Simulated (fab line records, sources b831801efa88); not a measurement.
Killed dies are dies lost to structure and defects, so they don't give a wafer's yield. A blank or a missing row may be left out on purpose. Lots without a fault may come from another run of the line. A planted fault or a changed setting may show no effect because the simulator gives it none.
One fault seen from 2 desks | flow gf180mcu | each desk has only its own numbers; what lay behind them comes last

THE TOOL OWNER'S DESK: pvd_sputter-03
The tool's own readings at GF_M4_SPUTTER_03 (material Ti, target thk 10 nm, time 6.7 s): means of the sampled wafers that have a number, for each lot that ran on this tool. A lot is out of limits, marked OUT, if its mean lies more than 4 standard deviations from the usual mean; the brackets give that distance.
Columns: A = substrate_temp_c at GF_M4_SPUTTER_03, usual 300.01 C; B = throttle_valve_pct at GF_M4_SPUTTER_03, usual 30.6 %
lot  | first seen here | A      | B
L678 | day 26 06:22    | 300.16 | 29.8
L683 | day 28 05:13    | 299.75 | 30.1
L682 | day 28 06:26    | 300.28 | 29.9
This desk's finding: nothing out of limits on any of the 3 lots.

THE METROLOGY DESK
What the gauges read, lot by lot, whatever tool the lot ran on: means of the sampled wafers that have a number. A lot is out of limits, marked OUT, if its mean lies more than 4 standard deviations from the usual mean; the brackets give that distance.
Columns: A = V3_W_RS at GF_V3_RS_MEAS_24, usual 0.328 ohm/sq; B = V3_W_THK at GF_V3_THK_MEAS_25, usual 351 nm
lot  | first seen here | A     | B
L675 | day 25 08:40    | 0.326 | 349
L678 | day 26 05:44    | 0.330 | 343
L683 | day 28 04:35    | 0.328 | 345
L682 | day 28 05:47    | 0.328 | 349
L684 | day 28 06:50    | 0.328 | 348
L686 | day 28 15:29    | 0.324 | 348
This desk's finding: nothing out of limits on any of the 6 lots.

PUT TOGETHER
The tool owner's desk saw nothing out of limits.
The metrology desk saw nothing out of limits.

WHAT THE SIMULATOR HAD PUT IN
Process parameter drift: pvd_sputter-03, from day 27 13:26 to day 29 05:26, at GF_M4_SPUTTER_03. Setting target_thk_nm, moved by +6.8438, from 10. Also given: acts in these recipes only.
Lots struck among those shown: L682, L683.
